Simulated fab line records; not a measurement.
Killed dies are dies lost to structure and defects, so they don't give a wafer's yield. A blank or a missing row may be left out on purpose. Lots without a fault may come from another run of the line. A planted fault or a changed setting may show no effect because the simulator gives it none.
fab line records | flow gf180mcu
[record] lots = 5 wafers = 15 lastDay = 33
route steps=602 shown STI@3 DNWELL@32
lots that met no fault: taken from a fault-free run of the same line
startH: start of the lot's first displayed wafer, in hours after the record's first day | waitH: hours elapsed since this lot's preceding step | " identical to the entry in the row above | L1.1+2: one row covering several wafers at once | - either no value or no given start | * or withheld: withheld | < > ~ a bound
route shown NAME@n: NAME is a module with steps in the file, n the number in the route of the first one | usual: average and standard deviation across the fault-free wafers | same: alike in all rows | chamber/n: place in a boat | sites: the reading at each site | _std_site: the standard deviation of these | _edge_site: outer sites' mean less inner sites' | radiusMm: for every site, how far away it sits from the centre of the wafer | mask NAME#n: copy n | behind: the last tool/chamber to shape the wafer | hold: why the lot went on hold/how many hours it stayed there/how the hold came to an end | device: names the non-switching transistor (n, p or np) | end of line: tests run on the same wafers once the route is complete | for a step that has no rows: nothing shown but its recipe | killed: dies lost to structure and defects at the first sort, not the wafer's yield | map: a wafer's dies, x killed, . not, _ none there
set.NAME: setting as actually run; set.NAME@STEP: the setting as run at that earlier step | model.NAME: the simulator's own value behind a step, which no gauge read
lots at selected steps of the route; one table per step, one row per wafer
services: a tool's chamber out of use, with start hour (startH, from the record's first day; less than 0 if before it), hours out, and reason
[[steps]]
[step GF_STI_THK_MEAS_02]
[recipe] reads = SiO2_of_STI_OXIDATION_01
[usual] STI_OXIDATION_THK = 10.02/0.19
// columns lot.wafer tool chamber startH waitH STI_OXIDATION_THK[nm]
L074.1 filmMetro-04 - 14.07 0.0 10.20
L074.3 " - " " 10.23
L074.4 " - " " 10.14
L081.2 filmMetro-01 - 47.37 0.0 10.04
L081.4 " - " " 10.09
L081.5 " - " " 10.01
L083.1 filmMetro-02 - 57.09 0.0 9.85
L083.2 " - " " 9.71
L083.3 " - " " 9.84
L090.1 filmMetro-04 - 92.68 0.0 10.44
L090.2 " - " " 10.10
L090.6 " - " " 10.22
L094.1 filmMetro-02 - 111.52 0.0 9.98
L094.5 " - " " 9.92
L094.6 " - " " 10.02
[step GF_STI_CVD_03]
[recipe] material = Si3N4 precursor = DCS/NH3 targetThkNm = 207.16 tempC = 770 timeS = 3551 pressureMtorr = 250
// columns lot.wafer tool chamber startH waitH
L074.1+3+4 lpcvd-01 0 14.13 0.1
L081.2+4+5 lpcvd-02 0 48.33 0.9
L083.1+2+3 lpcvd-01 1 57.15 0.1
L090.1+2+6 lpcvd-02 1 92.74 0.1
L094.1+5+6 lpcvd-02 0 111.58 0.1
[step GF_STI_THK_MEAS_04]
[recipe] reads = Si3N4_of_STI_CVD_03
[usual] STI_CVD_03_THK = 207.5/2.5
// columns lot.wafer tool chamber startH waitH STI_CVD_03_THK[nm]
L074.1 filmMetro-02 - 16.12 0.0 206.6
L074.3 " - " " 205.5
L074.4 " - " " 206.0
L081.2 filmMetro-02 - 50.32 0.0 210.1
L081.4 " - " " 211.2
L081.5 " - " " 212.0
L083.1 filmMetro-01 - 59.14 0.0 212.9
L083.2 " - " " 212.2
L083.3 " - " " 212.2
L090.1 filmMetro-02 - 94.72 0.0 206.6
L090.2 " - " " 205.3
L090.6 " - " " 205.5
L094.1 filmMetro-04 - 113.57 0.0 204.0
L094.5 " - " " 203.9
L094.6 " - " " 203.9
[step GF_STI_DEHYDRATE_05]
[recipe] tempC = 200 timeS = 60
[usual] chillPlateTempC = 23.03/0.11 resistLineTempC = 23.02/0.097
// columns lot.wafer tool chamber startH waitH chillPlateTempC resistLineTempC
L074.1 lithoTrack-03 0 21.16 5.0 22.99 23.00
L074.3 " 0 " " 23.02 22.88
L074.4 " 0 " " 23.15 22.89
L081.2 lithoTrack-02 0 55.84 5.5 23.14 23.03
L081.4 " 0 " " 23.12 22.98
L081.5 " 0 " " 22.98 23.05
L083.1 lithoTrack-04 0 64.81 5.7 23.15 22.96
L083.2 " 0 " " 22.84 23.02
L083.3 " 0 " " 23.05 22.82
L090.1 lithoTrack-02 0 100.31 5.6 22.81 23.18
L090.2 " 0 " " 22.90 23.01
L090.6 " 0 " " 22.87 23.02
L094.1 lithoTrack-04 0 120.26 6.7 23.15 22.97
L094.5 " 0 " " 23.18 23.04
L094.6 " 0 " " 23.19 23.07
[step GF_STI_HMDS_06]
[recipe] primeTimeS = 60 primeTempC = 120
[usual] chillPlateTempC = 23.00/0.11 primeTempC = 119.99/0.12 resistLineTempC = 23.01/0.12
// columns lot.wafer tool chamber startH waitH chillPlateTempC primeTempC resistLineTempC
L074.1 lithoTrack-03 0 21.31 0.1 23.09 120.17 23.05
L074.3 " 0 " " 22.95 120.06 22.98
L074.4 " 0 " " 22.95 120.20 22.88
L081.2 lithoTrack-02 0 55.99 0.1 23.07 120.01 22.84
L081.4 " 0 " " 23.06 120.01 22.82
L081.5 " 0 " " 23.02 119.80 22.79
L083.1 lithoTrack-04 0 64.96 0.1 22.98 120.07 22.99
L083.2 " 0 " " 23.10 120.10 23.02
L083.3 " 0 " " 22.90 120.18 23.00
L090.1 lithoTrack-02 0 100.46 0.1 23.03 119.92 23.21
L090.2 " 0 " " 23.09 120.13 22.90
L090.6 " 0 " " 22.99 119.93 23.04
L094.1 lithoTrack-04 0 120.41 0.1 22.91 120.02 23.09
L094.5 " 0 " " 23.11 120.19 23.13
L094.6 " 0 " " 23.08 120.18 23.13
[step GF_STI_COAT_07]
[recipe] resist = KrF spinRpm = withheld resistThkNm = 707.2
[usual] chillPlateTempC = 23.02/0.1 resistLineTempC = 23.02/0.11
// columns lot.wafer tool chamber startH waitH chillPlateTempC resistLineTempC
L074.1 lithoTrack-03 0 21.46 0.1 22.97 23.07
L074.3 " 0 " " 23.10 23.03
L074.4 " 0 " " 23.12 23.06
L081.2 lithoTrack-02 0 56.14 0.1 23.03 23.13
L081.4 " 0 " " 23.07 23.07
L081.5 " 0 " " 23.22 23.16
L083.1 lithoTrack-04 0 65.11 0.1 23.06 23.09
L083.2 " 0 " " 23.01 23.06
L083.3 " 0 " " 22.98 22.89
L090.1 lithoTrack-02 0 100.61 0.1 23.03 22.89
L090.2 " 0 " " 22.94 22.96
L090.6 " 0 " " 23.06 22.91
L094.1 lithoTrack-04 0 120.56 0.1 23.00 22.97
L094.5 " 0 " " 23.07 22.72
L094.6 " 0 " " 23.02 22.96
[step GF_STI_SOFTBAKE_08]
[recipe] tempC = 130 timeS = 60 resist = KrF
[usual] chillPlateTempC = 22.97/0.1 resistLineTempC = 22.98/0.098
// columns lot.wafer tool chamber startH waitH chillPlateTempC resistLineTempC
L074.1 lithoTrack-03 0 21.61 0.1 23.18 23.01
L074.3 " 0 " " 22.99 22.99
L074.4 " 0 " " 23.06 23.06
L081.2 lithoTrack-02 0 56.29 0.1 22.85 22.97
L081.4 " 0 " " 22.93 23.00
L081.5 " 0 " " 22.99 22.99
L083.1 lithoTrack-04 0 65.26 0.1 22.92 23.06
L083.2 " 0 " " 23.03 23.12
L083.3 " 0 " " 22.84 23.04
L090.1 lithoTrack-02 0 100.76 0.1 23.05 23.01
L090.2 " 0 " " 22.87 23.01
L090.6 " 0 " " 22.76 23.12
L094.1 lithoTrack-04 0 120.71 0.1 22.98 22.99
L094.5 " 0 " " 23.10 22.90
L094.6 " 0 " " 23.04 22.94
[step GF_STI_EXPOSE_09]
[recipe] maskId = COMP targetCdNm = 220 na = 0.68 sourceShape = conventional sigmaOuter = 0.6 doseMj = 28
// columns lot.wafer tool chamber startH waitH mask
L074.1+3+4 krfScanner-02 0 - - COMP#0
L081.2+4+5 krfScanner-01 0 - - COMP#0
L083.1+2+3 krfScanner-01 0 - - COMP#0
L090.1+2+6 krfScanner-01 0 - - COMP#0
L094.1+5+6 krfScanner-01 0 - - COMP#0
[step GF_STI_PEB_10]
[recipe] pebTempC = 135 pebTimeS = 90 resist = KrF
[usual] chillPlateTempC = 22.99/0.11 resistLineTempC = 23.00/0.086
[same] pebTimeS = 90
// columns lot.wafer tool chamber startH waitH chillPlateTempC resistLineTempC
L074.1 lithoTrack-04 0 - - 23.01 22.92
L074.3 " 0 " " 22.87 22.84
L074.4 " 0 " " 22.89 22.90
L081.2 lithoTrack-03 0 - - 23.05 23.00
L081.4 " 0 " " 22.93 23.13
L081.5 " 0 " " 23.07 23.04
L083.1 lithoTrack-03 0 - - 22.88 23.11
L083.2 " 0 " " 23.11 23.06
L083.3 " 0 " " 23.03 23.05
L090.1 lithoTrack-04 0 - - 22.78 22.92
L090.2 " 0 " " 22.80 22.96
L090.6 " 0 " " 22.77 22.92
L094.1 lithoTrack-02 0 - - 22.97 23.11
L094.5 " 0 " " 23.00 22.94
L094.6 " 0 " " 23.01 23.11
[step GF_STI_DEVELOP_11]
[recipe] developTimeS = 60 devTempC = 21
[usual] chillPlateTempC = 23.00/0.11 resistLineTempC = 22.98/0.12
// columns lot.wafer tool chamber startH waitH chillPlateTempC resistLineTempC
L074.1 lithoTrack-04 0 26.81 0.2 22.94 22.94
L074.3 " 0 " " 22.81 22.85
L074.4 " 0 " " 23.08 22.97
L081.2 lithoTrack-03 0 62.69 0.2 22.95 22.95
L081.4 " 0 " " 23.09 22.92
L081.5 " 0 " " 23.12 22.76
L083.1 lithoTrack-03 0 71.81 0.2 22.92 23.04
L083.2 " 0 " " 23.03 23.21
L083.3 " 0 " " 22.99 23.04
L090.1 lithoTrack-04 0 107.86 0.2 23.24 22.80
L090.2 " 0 " " 22.88 22.92
L090.6 " 0 " " 23.02 22.75
L094.1 lithoTrack-02 0 128.26 0.2 23.04 22.82
L094.5 " 0 " " 23.22 22.86
L094.6 " 0 " " 23.06 22.91
[step GF_STI_CD_MEAS_12]
[recipe] targetCdNm = 220
[usual] cdNm = 219.7/1.4
// columns lot.wafer tool chamber startH waitH cdNm
L074.1 cdSem-01 - 26.96 0.1 220.2
L074.3 " - " " 221.2
L074.4 " - " " 221.3
L081.2 cdSem-01 - 62.83 0.1 218.8
L081.4 " - " " 218.3
L081.5 " - " " 219.0
L083.1 cdSem-01 - 71.96 0.1 219.0
L083.2 " - " " 218.5
L083.3 " - " " 218.3
L090.1 cdSem-02 - 108.01 0.1 220.9
L090.2 " - " " 220.4
L090.6 " - " " 220.2
L094.1 cdSem-02 - 128.41 0.1 219.7
L094.5 " - " " 218.6
L094.6 " - " " 219.2
[step GF_STI_ETCH_13]
[recipe] chemistry = CHF3/O2 stopOn = Si overEtchFrac = 0.3 targetDepthA = 2823.1 sourceW = 600 biasW = 200 pressureMtorr = 40 chf3FlowSccm = 50 O2_flow_sccm = 5 timeS = 112.9
[usual] drypumpMotorCurrentA = 5.7/0.48 oesProductAu = 0.833/0.0071 throttleValvePct = 8.812/0.0096
// columns lot.wafer tool chamber startH waitH drypumpMotorCurrentA oesProductAu rfHoursCounterH throttleValvePct
L074.1 rieDiel-03 1 27.08 0.1 4.8 0.833 3 8.811
L074.3 " 2 " " 6.2 0.823 86 8.834
L074.4 " 3 " " 6.4 0.835 78 8.813
L081.2 rieDiel-01 1 62.93 0.1 5.3 0.842 24 8.816
L081.4 " 2 " " 5.4 0.842 1 8.814
L081.5 " 2 " " 5.4 0.840 - 8.812
L083.1 rieDiel-02 1 72.08 0.1 5.4 0.840 11 8.821
L083.2 " 0 " " 5.6 0.847 55 8.823
L083.3 " 3 " " 6.1 0.847 94 8.828
L090.1 rieDiel-01 0 108.13 0.1 6.3 0.829 1 8.810
L090.2 " 3 " " 5.8 0.831 48 8.807
L090.6 " 3 " " 5.8 0.826 - 8.802
L094.1 rieDiel-02 3 128.53 0.1 6.1 0.823 96 8.813
L094.5 " 0 " " 5.6 0.828 - 8.794
L094.6 " 3 " " 6.0 0.822 - 8.806
[step GF_STI_ETCH_14]
[recipe] target = Si chemistry = HBr/Cl2/O2 targetDepthNm = 360 icpW = 600 biasW = 150 pressureMtorr = 15 HBr_flow_sccm = 150 Cl2_flow_sccm = 40 O2_flow_sccm = 6 timeS = 102.9
[usual] HBr_flow_sccm = 150.0/0.48 drypumpMotorCurrentA = 5.9/0.42 oesProductAu = 1.003/0.0074 throttleValvePct = 25.654/0.01
// columns lot.wafer tool chamber startH waitH HBr_flow_sccm drypumpMotorCurrentA oesProductAu rfHoursCounterH throttleValvePct
L074.1 rieSi-02 2 27.16 0.0 149.9 6.2 1.001 67 25.650
L074.3 " 3 " " 151.1 6.2 0.997 14 25.657
L074.4 " 1 " " 150.2 6.1 1.006 26 25.653
L081.2 rieSi-02 1 63.01 0.0 149.8 6.1 1.007 26 25.646
L081.4 " 0 " " 150.0 5.9 1.012 95 25.643
L081.5 " 2 " " 150.3 6.2 0.998 - 25.658
L083.1 rieSi-02 0 72.16 0.0 150.3 5.9 1.002 95 25.657
L083.2 " 1 " " 150.5 6.1 1.014 26 25.638
L083.3 " 2 " " 149.9 6.2 1.009 68 25.673
L090.1 rieSi-01 3 108.21 0.0 150.3 6.4 0.992 99 25.661
L090.2 " 0 " " 149.1 5.2 0.995 28 25.658
L090.6 " 2 " " 149.7 5.9 0.997 - 25.650
L094.1 rieSi-02 0 128.61 0.0 150.7 5.9 1.003 96 25.641
L094.5 " 1 " " 149.8 6.1 1.010 - 25.654
L094.6 " 0 " " 149.5 5.9 1.007 - 25.656
[step GF_STI_STRIP_15]
[recipe] chemistry = O2/N2 powerW = 1400 pressureMtorr = 1500 platenTempC = 250 o2FlowSccm = 3000 n2FlowSccm = 300 overashFraction = 0.5
[usual] drypumpMotorCurrentA = 5.8/0.33 heaterPowerW = 332/33 oesProductAu = 0.387/0.005 stripTimeToEndpointS = 3.80/0.036
// columns lot.wafer tool chamber startH waitH drypumpMotorCurrentA heaterPowerW oesProductAu rfHoursCounterH stripTimeToEndpointS
L074.1 plasmaAsher-03 0 27.23 0.0 5.8 328 0.385 26 3.80
L074.3 " 0 " " 5.8 334 0.392 - 3.78
L074.4 " 1 " " 6.3 332 0.381 - 3.76
L081.2 plasmaAsher-02 1 63.08 0.0 6.0 325 0.382 32 3.81
L081.4 " 1 " " 6.0 322 0.383 - 3.74
L081.5 " 0 " " 5.6 337 0.384 - 3.76
L083.1 plasmaAsher-01 0 72.23 0.0 5.4 379 0.391 45 3.83
L083.2 " 1 " " 6.0 292 0.387 45 3.78
L083.3 " 0 " " 5.4 370 0.388 - 3.80
L090.1 plasmaAsher-03 1 108.28 0.0 6.4 326 0.393 35 3.85
L090.2 " 0 " " 5.8 333 0.383 35 3.83
L090.6 " 0 " " 5.8 320 0.387 - 3.83
L094.1 plasmaAsher-03 0 128.68 0.0 5.8 328 0.388 38 3.78
L094.5 " 0 " " 5.8 342 0.385 - 3.73
L094.6 " 1 " " 6.4 331 0.380 - 3.80
[step GF_STI_CLEAN_16]
[recipe] chemistry = dHF timeS = 25 dilution = 100:1
// columns lot.wafer tool chamber startH waitH
L074.1+3+4 wetBench-03 2 27.33 0.1
L081.2+4+5 wetBench-04 1 63.18 0.1
L083.1+2+3 wetBench-02 1 72.33 0.1
L090.1+2+6 wetBench-02 2 108.38 0.1
L094.1+5+6 wetBench-03 3 128.78 0.1
[step GF_STI_WET_ETCH_17]
[recipe] chemistry = H3PO4 targetDepthNm = 45 tempC = 160 target = Si3N4 timeS = 514
// columns lot.wafer tool chamber startH waitH
L074.1+3+4 wetBench-04 1 27.35 0.0
L081.2+4+5 wetBench-03 0 63.20 0.0
L083.1+2+3 wetBench-04 3 72.35 0.0
L090.1+2+6 wetBench-04 3 108.40 0.0
L094.1+5+6 wetBench-02 1 128.80 0.0
[step GF_STI_CLEAN_18]
[recipe] chemistry = SC1/SC2 mix = 1:4:20 tempC = 70 timeS = 150
// columns lot.wafer tool chamber startH waitH
L074.1+3+4 wetBench-02 0 27.50 0.0
L081.2+4+5 wetBench-02 1 63.37 0.0
L083.1+2+3 wetBench-03 3 72.51 0.0
L090.1+2+6 wetBench-02 2 108.55 0.0
L094.1+5+6 wetBench-04 3 128.96 0.0
[step GF_STI_CLEAN_19]
[recipe] chemistry = dHF timeS = 20 dilution = 100:1
// columns lot.wafer tool chamber startH waitH
L074.1+3+4 wetBench-03 1 27.55 0.0
L081.2+4+5 wetBench-03 3 63.42 0.0
L083.1+2+3 wetBench-02 2 72.57 0.0
L090.1+2+6 wetBench-03 1 108.60 0.0
L094.1+5+6 wetBench-03 2 129.01 0.0
[step GF_STI_WET_ETCH_20]
[recipe] chemistry = dHF dilution = 100:1 targetDepthNm = 20 tempC = 25 dry = ipaMarangoni target = SiO2 timeS = 400
// columns lot.wafer tool chamber startH waitH
L074.1+3+4 wetBench-04 1 27.56 0.0
L081.2+4+5 wetBench-02 3 63.43 0.0
L083.1+2+3 wetBench-04 1 72.58 0.0
L090.1+2+6 wetBench-04 0 108.62 0.0
L094.1+5+6 wetBench-02 3 129.03 0.0
[step GF_STI_OXIDATION_21]
[recipe] tempC = 1000 ambient = O2 stabiliseS = 600 purgeS = 300 targetThkA = 150 oxTimeS = 467.3
// columns lot.wafer tool chamber startH waitH
L074.1+3+4 furnace-01 0 27.68 0.0
L081.2+4+5 furnace-01 0 63.57 0.0
L083.1+2+3 furnace-02 0 72.91 0.2
L090.1+2+6 furnace-02 0 108.73 0.0
L094.1+5+6 furnace-02 0 129.46 0.3
[step GF_STI_THK_MEAS_22]
[recipe] reads = SiO2_of_STI_OXIDATION_21
[usual] STI_OXIDATION_01_THK = 15.09/0.28
// columns lot.wafer tool chamber startH waitH STI_OXIDATION_01_THK[nm]
L074.1 filmMetro-04 - 28.81 0.0 14.73
L074.3 " - " " 14.59
L074.4 " - " " 14.58
L081.2 filmMetro-04 - 64.70 0.0 15.04
L081.4 " - " " 15.14
L081.5 " - " " 15.28
L083.1 filmMetro-04 - 74.03 0.0 15.05
L083.2 " - " " 14.73
L083.3 " - " " 14.95
L090.1 filmMetro-01 - 109.86 0.0 14.98
L090.2 " - " " 15.02
L090.6 " - " " 15.15
L094.1 filmMetro-01 - 130.59 0.0 15.38
L094.5 " - " " 15.32
L094.6 " - " " 15.05
[step GF_STI_CVD_23]
[recipe] material = SiO2 targetThkNm = 650 sigmaOpenFrac = 0.3 timeS = 108.3 tempC = 600 sih4FlowSccm = 60 pressureMtorr = 6
// columns lot.wafer tool chamber startH waitH
L074.1+3+4 hdpcvd-02 1,2,1 28.87 0.1
L081.2+4+5 hdpcvd-02 0,1,0 64.75 0.0
L083.1+2+3 hdpcvd-02 0,2,1 74.09 0.1
L090.1+2+6 hdpcvd-01 1,0,2 109.92 0.1
L094.1+5+6 hdpcvd-01 1,0,1 130.65 0.1
[step GF_STI_THK_MEAS_24]
[recipe] reads = SiO2_of_STI_CVD_23
[usual] STI_CVD_23_THK = 651/5.5
// columns lot.wafer tool chamber startH waitH STI_CVD_23_THK[nm]
L074.1 filmMetro-01 - 28.95 0.0 648
L074.3 " - " " 654
L074.4 " - " " 645
L081.2 filmMetro-02 - 64.84 0.0 655
L081.4 " - " " 647
L081.5 " - " " 653
L083.1 filmMetro-01 - 74.17 0.0 656
L083.2 " - " " 655
L083.3 " - " " 651
L090.1 filmMetro-01 - 110.00 0.0 653
L090.2 " - " " 647
L090.6 " - " " 632
L094.1 filmMetro-02 - 130.73 0.0 658
L094.5 " - " " 659
L094.6 " - " " 654
[step GF_STI_CMP_25]
[recipe] stopOn = Si3N4 tOverpolishS = 33 downForcePsi = 4 platenRpm = 60 targetThkNm = 524.6 padVelocityMS = 0.94248
[usual] motorCurrentA = 12.2/1.2 overpolishRunS = 32.999/0.0095 platenRpm = 60.00/0.042 timeToEndpointS = 122/5.4
// columns lot.wafer tool chamber startH waitH motorCurrentA overpolishRunS platenRpm timeToEndpointS
L074.4 cmp-01 0 29.01 0.0 12.7 33.005 59.95 115
L074.3 " 2 " " 14.9 32.999 60.03 118
L074.1 " 3 " " 11.3 33.000 59.98 117
L081.4 cmp-01 2 64.89 0.0 15.1 32.992 59.98 120
L081.2 " 1 " " 12.0 32.982 60.09 118
L081.5 " 2 " " 13.9 32.985 60.07 116
L083.3 cmp-01 1 74.28 0.1 11.4 32.995 60.00 121
L083.2 " 2 " " 13.8 33.001 59.95 119
L083.1 " 3 " " 10.9 32.993 60.05 126
L090.2 cmp-01 3 110.06 0.0 11.2 32.988 59.99 124
L090.1 " 2 " " 13.5 32.999 59.98 117
L090.6 " 3 " " 10.8 33.000 60.06 120
L094.1 cmp-01 0 130.79 0.1 13.5 33.007 60.04 124
L094.6 " 0 " " 13.1 33.004 59.92 123
L094.5 " 1 " " 11.5 32.997 60.02 123
[step GF_STI_WET_ETCH_26]
[recipe] chemistry = dHF targetDepthNm = 94 target = SiO2 tempC = 25 dilution = 10:1 timeS = 188
// columns lot.wafer tool chamber startH waitH
L074.1+3+4 wetBench-04 0 29.31 0.1
L081.2+4+5 wetBench-02 2 65.19 0.1
L083.1+2+3 wetBench-04 0 74.53 0.1
L090.1+2+6 wetBench-03 3 110.36 0.1
L094.1+5+6 wetBench-04 3 131.09 0.2
[step GF_STI_WET_ETCH_27]
[recipe] chemistry = H3PO4 targetDepthNm = 160 target = Si3N4 tempC = 160 timeS = 1825
// columns lot.wafer tool chamber startH waitH
L074.1+3+4 wetBench-02 1 29.37 0.0
L081.2+4+5 wetBench-04 0 65.26 0.0
L083.1+2+3 wetBench-03 3 74.60 0.0
L090.1+2+6 wetBench-04 1 110.44 0.0
L094.1+5+6 wetBench-03 0 131.15 0.0
[step GF_STI_WET_ETCH_28]
[recipe] chemistry = dHF targetDepthNm = 20 dry = ipaMarangoni target = SiO2 tempC = 25 dilution = 10:1 timeS = 40
// columns lot.wafer tool chamber startH waitH
L074.1+3+4 wetBench-03 1 29.88 0.0
L081.2+4+5 wetBench-03 1 65.82 0.0
L083.1+2+3 wetBench-02 0 75.16 0.0
L090.1+2+6 wetBench-02 0 110.95 0.0
L094.1+5+6 wetBench-04 3 131.71 0.0
[step GF_STI_OXIDATION_29]
[recipe] tempC = 900 ambient = O2 stabiliseS = 600 purgeS = 300 targetThkA = 100 oxTimeS = 1418
// columns lot.wafer tool chamber startH waitH
L074.1+3+4 furnace-02 0 29.90 0.0
L081.2+4+5 furnace-02 0 66.51 0.7
L083.1+2+3 furnace-02 0 77.48 2.3
L090.1+2+6 furnace-01 0 111.42 0.4
L094.1+5+6 furnace-02 0 131.98 0.3
[step GF_STI_THK_MEAS_30]
[recipe] reads = SiO2_of_STI_OXIDATION_29
[usual] STI_OXIDATION_02_THK = 9.99/0.17
// columns lot.wafer tool chamber startH waitH STI_OXIDATION_02_THK[nm]
L074.1 filmMetro-01 - 31.30 0.0 10.12
L074.3 " - " " 9.94
L074.4 " - " " 10.14
L081.2 filmMetro-02 - 67.92 0.0 10.22
L081.4 " - " " 10.12
L081.5 " - " " 9.91
L083.1 filmMetro-02 - 78.88 0.0 10.05
L083.2 " - " " 9.80
L083.3 " - " " 9.89
L090.1 filmMetro-01 - 112.81 0.0 9.96
L090.2 " - " " 9.92
L090.6 " - " " 9.80
L094.1 filmMetro-04 - 133.38 0.0 9.94
L094.5 " - " " 9.94
L094.6 " - " " 9.72
[step GF_DNWELL_DEHYDRATE_00]
[recipe] tempC = 200 timeS = 60
[usual] chillPlateTempC = 23.03/0.095 resistLineTempC = 23.00/0.11
// columns lot.wafer tool chamber startH waitH chillPlateTempC resistLineTempC
L074.1 lithoTrack-02 0 36.41 5.1 22.89 22.76
L074.3 " 0 " " 23.14 23.00
L074.4 " 0 " " 22.99 22.91
L081.2 lithoTrack-04 0 73.88 6.0 23.12 22.93
L081.4 " 0 " " 23.11 22.96
L081.5 " 0 " " 23.08 23.03
L083.1 lithoTrack-01 0 84.56 5.7 22.88 22.99
L083.2 " 0 " " 23.08 22.92
L083.3 " 0 " " 22.85 22.94
L090.1 lithoTrack-04 0 119.61 6.8 23.12 23.09
L090.2 " 0 " " 23.10 23.07
L090.6 " 0 " " 23.04 23.13
L094.1 lithoTrack-04 0 140.51 7.1 23.01 23.11
L094.5 " 0 " " 22.98 23.06
L094.6 " 0 " " 22.89 23.16
[step GF_DNWELL_HMDS_01]
[recipe] primeTimeS = 60 primeTempC = 120
[usual] chillPlateTempC = 22.99/0.1 primeTempC = 120.01/0.13 resistLineTempC = 23.00/0.097
// columns lot.wafer tool chamber startH waitH chillPlateTempC primeTempC resistLineTempC
L074.1 lithoTrack-02 0 36.56 0.1 23.00 119.91 22.96
L074.3 " 0 " " 23.06 120.08 22.96
L074.4 " 0 " " 22.93 120.15 23.04
L081.2 lithoTrack-04 0 74.03 0.1 23.06 119.97 22.88
L081.4 " 0 " " 22.92 119.86 22.89
L081.5 " 0 " " 23.04 120.03 22.96
L083.1 lithoTrack-01 0 84.71 0.1 23.04 120.13 23.02
L083.2 " 0 " " 23.00 120.06 23.11
L083.3 " 0 " " 22.87 120.12 22.99
L090.1 lithoTrack-04 0 119.76 0.1 22.90 120.04 22.91
L090.2 " 0 " " 22.89 120.12 22.99
L090.6 " 0 " " 22.84 120.22 22.99
L094.1 lithoTrack-04 0 140.66 0.1 23.07 120.16 22.86
L094.5 " 0 " " 23.14 120.01 22.83
L094.6 " 0 " " 23.08 120.17 22.82
[step GF_DNWELL_COAT_02]
[recipe] spinRpm = 2000 resistThkNm = 3000
[usual] chillPlateTempC = 22.98/0.095 resistLineTempC = 22.98/0.11
// columns lot.wafer tool chamber startH waitH chillPlateTempC resistLineTempC
L074.1 lithoTrack-02 0 36.71 0.1 23.11 23.26
L074.3 " 0 " " 22.85 23.23
L074.4 " 0 " " 22.95 23.15
L081.2 lithoTrack-04 0 74.18 0.1 22.86 22.87
L081.4 " 0 " " 22.84 22.91
L081.5 " 0 " " 23.06 22.96
L083.1 lithoTrack-01 0 84.86 0.1 22.81 22.96
L083.2 " 0 " " 22.98 22.96
L083.3 " 0 " " 22.85 22.94
L090.1 lithoTrack-04 0 119.91 0.1 23.08 22.81
L090.2 " 0 " " 22.97 22.95
L090.6 " 0 " " 22.88 23.05
L094.1 lithoTrack-04 0 140.81 0.1 23.09 22.93
L094.5 " 0 " " 23.21 22.99
L094.6 " 0 " " 23.10 22.73
[step GF_DNWELL_SOFTBAKE_03]
[recipe] tempC = 110 timeS = withheld
[usual] chillPlateTempC = 22.99/0.1 resistLineTempC = 22.99/0.11
// columns lot.wafer tool chamber startH waitH chillPlateTempC resistLineTempC
L074.1 lithoTrack-02 0 36.86 0.1 22.92 23.04
L074.3 " 0 " " 22.98 22.99
L074.4 " 0 " " 22.97 23.00
L081.2 lithoTrack-04 0 74.34 0.1 23.02 23.05
L081.4 " 0 " " 23.01 23.11
L081.5 " 0 " " 23.06 22.96
L083.1 lithoTrack-01 0 85.01 0.1 22.96 23.08
L083.2 " 0 " " 22.89 23.24
L083.3 " 0 " " 22.97 23.07
L090.1 lithoTrack-04 0 120.06 0.1 22.97 23.01
L090.2 " 0 " " 22.84 23.13
L090.6 " 0 " " 22.98 23.02
L094.1 lithoTrack-04 0 140.96 0.1 23.10 22.94
L094.5 " 0 " " 22.98 22.93
L094.6 " 0 " " 23.12 23.06
[step GF_DNWELL_EXPOSE_04]
[recipe] maskId = DNWELL targetCdNm = 1700 na = 0.6 sourceShape = conventional sigmaOuter = 0.6 doseMj = 260
// columns lot.wafer tool chamber startH waitH mask
L074.1+3+4 ilineStepper-02 0 - - DNWELL#0
L081.2+4+5 ilineStepper-01 0 - - DNWELL#0
L083.1+2+3 ilineStepper-01 0 - - DNWELL#0
L090.1+2+6 ilineStepper-01 0 - - DNWELL#0
L094.1+5+6 ilineStepper-01 0 - - DNWELL#0
[step GF_DNWELL_PEB_05]
[recipe] tempC = 115 timeS = withheld
[usual] chillPlateTempC = 23.00/0.1 resistLineTempC = 22.98/0.1
// columns lot.wafer tool chamber startH waitH chillPlateTempC resistLineTempC
L074.1 lithoTrack-02 0 - - 23.05 22.93
L074.3 " 0 " " 23.06 22.86
L074.4 " 0 " " 22.94 22.80
L081.2 lithoTrack-02 0 - - 22.84 23.09
L081.4 " 0 " " 22.93 23.02
L081.5 " 0 " " 22.87 22.99
L083.1 lithoTrack-04 0 - - 23.01 23.18
L083.2 " 0 " " 23.15 22.99
L083.3 " 0 " " 22.97 23.00
L090.1 lithoTrack-01 0 - - 22.91 22.89
L090.2 " 0 " " 22.95 22.96
L090.6 " 0 " " 22.83 23.04
L094.1 lithoTrack-04 0 - - 22.98 22.95
L094.5 " 0 " " 22.95 22.92
L094.6 " 0 " " 23.09 23.02
[step GF_DNWELL_DEVELOP_06]
[recipe] wallAngleDeg = 90 developTimeS = 60 devTempC = 23
[usual] chillPlateTempC = 23.01/0.11 resistLineTempC = 23.02/0.12
// columns lot.wafer tool chamber startH waitH chillPlateTempC resistLineTempC
L074.1 lithoTrack-02 0 - - 22.97 22.98
L074.3 " 0 " " 22.83 22.75
L074.4 " 0 " " 22.89 22.92
L081.2 lithoTrack-02 0 - - 23.02 22.98
L081.4 " 0 " " 23.00 23.02
L081.5 " 0 " " 23.01 22.94
L083.1 lithoTrack-04 0 - - 23.11 22.98
L083.2 " 0 " " 23.00 23.09
L083.3 " 0 " " 23.07 23.05
L090.1 lithoTrack-01 0 - - 23.06 22.87
L090.2 " 0 " " 23.10 22.92
L090.6 " 0 " " 23.19 22.99
L094.1 lithoTrack-04 0 - - 23.12 23.11
L094.5 " 0 " " 23.11 22.88
L094.6 " 0 " " 22.98 22.95
[[services]]
// columns tool chamber startH hours kind
rieDiel-01 - -8.23 0.3 repair
furnace-02 - -6.60 4.3 repair
hdpcvd-02 1 -0.65 4.6 repair
rieDiel-01 2 3.42 3.3 repair
krfScanner-01 - 10.53 0.8 pm
furnace-02 - 11.33 3.5 pm
krfScanner-01 - 13.36 1.0 pm
hdpcvd-01 - 28.63 6.0 pm
furnace-01 - 28.81 13.7 pm
hdpcvd-02 0 30.38 23.0 repair
ilineStepper-01 - 31.38 1.7 pm
hdpcvd-02 - 35.19 6.0 pm
krfScanner-01 - 45.85 3.6 pm
furnace-01 - 65.73 2.5 pm
furnace-01 - 73.77 3.3 pm
furnace-02 - 91.33 2.2 pm
ilineStepper-01 - 91.73 2.0 repair
krfScanner-01 - 101.97 2.3 repair
cmp-01 - 108.12 0.3 repair
cmp-01 - 129.05 1.3 repair
hdpcvd-02 - 129.11 7.8 repair
plasmaAsher-03 - 139.48 1.9 repair
furnace-01 - 142.83 3.7 pm
furnace-02 - 147.62 3.1 pm
[[key]]
fault none
